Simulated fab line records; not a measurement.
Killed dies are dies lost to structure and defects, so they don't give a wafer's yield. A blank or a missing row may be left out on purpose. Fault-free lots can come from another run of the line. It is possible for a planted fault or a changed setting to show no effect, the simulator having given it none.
8D (eight disciplines) problem report, filled in by code / flow sky130 / the parts of the form that need people (team, actions taken, sign-off) are left out

1. PROBLEM STATEMENT
At SKY_VIA3_CD_MEAS_12, cd_nm averages 160.0 nm over 2 wafers from 2 lots, while fault-free wafers read 199.9 nm, standard deviation 1.2. Measured from the usual mean, that is -33 standard deviations.
The step: target cd 200 nm.
The first sign was on wafer L130.1 at day 42 18:43, on cd_sem-01. The record has a number at this step for 35 wafers belonging to 12 lots. Rule for "out" (also "out of limits"): further than 4 standard deviations from the usual mean. All remaining wafers that have a number are taken as sound.

2. WHAT IT IS, AND WHAT IT ISN'T
question=which readings at this step | is=cd_nm | is not=-
question=which lots | is=L130, L131 | is not=L120, L122, L123, L125, L126, L127, L128, L140, L142, L143
question=which wafers of those lots | is=L130.1, L131.2 | is not=L130.4, L130.5, L131.6
question=read on which gauges | is=cd_sem-01, cd_sem-02 | is not=-
question=when | is=from day 42 18:43 | is not=up to then (23 sound wafers); but 10 sound wafers of L131, L140, L142, L143 came after

3. SUSPECTS, AND WHAT RULES EACH OUT
Counting: a tool at a process step up to the reading stays a suspect if it ran every lot that is out. Sound lots after the first of them don't rule it out here, since some wafers of a struck lot are sound.
- the gauge at SKY_VIA3_CD_MEAS_12: ruled out. Those wafers that are out were read across 2 gauges (cd_sem-01, cd_sem-02).
- krf_scanner-02 at SKY_VIA3_EXPOSE_09 (exposes mask VIM3, target cd 200 nm): kept. Every lot that is out went through it, the first being L130 (day 42 06:49); the last sound lot it ran before that was L127 (day 42 03:41).
Left after counting: krf_scanner-02 at SKY_VIA3_EXPOSE_09.

4. THE CAUSE (what the simulator had put in)
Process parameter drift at SKY_VIA3_EXPOSE_09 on krf_scanner-02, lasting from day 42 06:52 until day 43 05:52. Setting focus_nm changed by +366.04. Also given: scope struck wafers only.
Only this tool survived the counting.

5. SEQUENCE OF EFFECTS, ordered by route
Rows list readings where the struck wafers' mean (over those with a number) sits beyond 3 standard deviations from the usual. Only readings whose record carries a usual standard deviation are examined. hours: median over the lots of the time between each lot's start at the first step of this table that gives one and its start at this step. sigmas: the change, counted in usual standard deviations.
hours=0; step=SKY_VIA3_CD_MEAS_12; reading=cd_nm; usual=199.9 nm; on struck wafers=160.0; change=-39.9; sigmas=-33
hours=137; step=SKY_PAD_OPEN_PROBE_99; reading=defect_limited_yield; usual=82.6 %; on struck wafers=25.8; change=-56.8; sigmas=-32
hours=137; step=SKY_PAD_OPEN_PROBE_99; reading=killed_at_M0_to_M3; usual=43; on struck wafers=320; change=+278; sigmas=+42
hours=137; step=SKY_PAD_OPEN_PROBE_99; reading=killed_dies; usual=86; on struck wafers=365; change=+279; sigmas=+32
hours=137; step=SKY_PAD_OPEN_PROBE_99; reading=killed_on_rim; usual=16; on struck wafers=42; change=+26; sigmas=+6.1
hours=137; step=SKY_PAD_OPEN_PROBE_99; reading=sort_bin_5_function; usual=10.2 %; on struck wafers=67.7; change=+57.5; sigmas=+41
hours=137; step=SKY_PAD_OPEN_PROBE_99; reading=sort_n_pass; usual=406; on struck wafers=127; change=-279; sigmas=-32
hours=137; step=SKY_PAD_OPEN_PROBE_99; reading=sort_yield_pct; usual=82.6 %; on struck wafers=25.8; change=-56.8; sigmas=-32
Its process steps:
- SKY_PAD_OPEN_PROBE_99

6. WHAT WOULD HAVE CAUGHT IT SOONER
12 hours passed between the start of the fault at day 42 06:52 and the first reading out of limits at a measuring or inspecting step in this record, taken at day 42 18:43.
The start of SKY_VIA3_EXPOSE_09 on krf_scanner-02 came by day 42 18:43 for every one of the lots that are out (2). Tool hold at that time: it would have spared none of them.
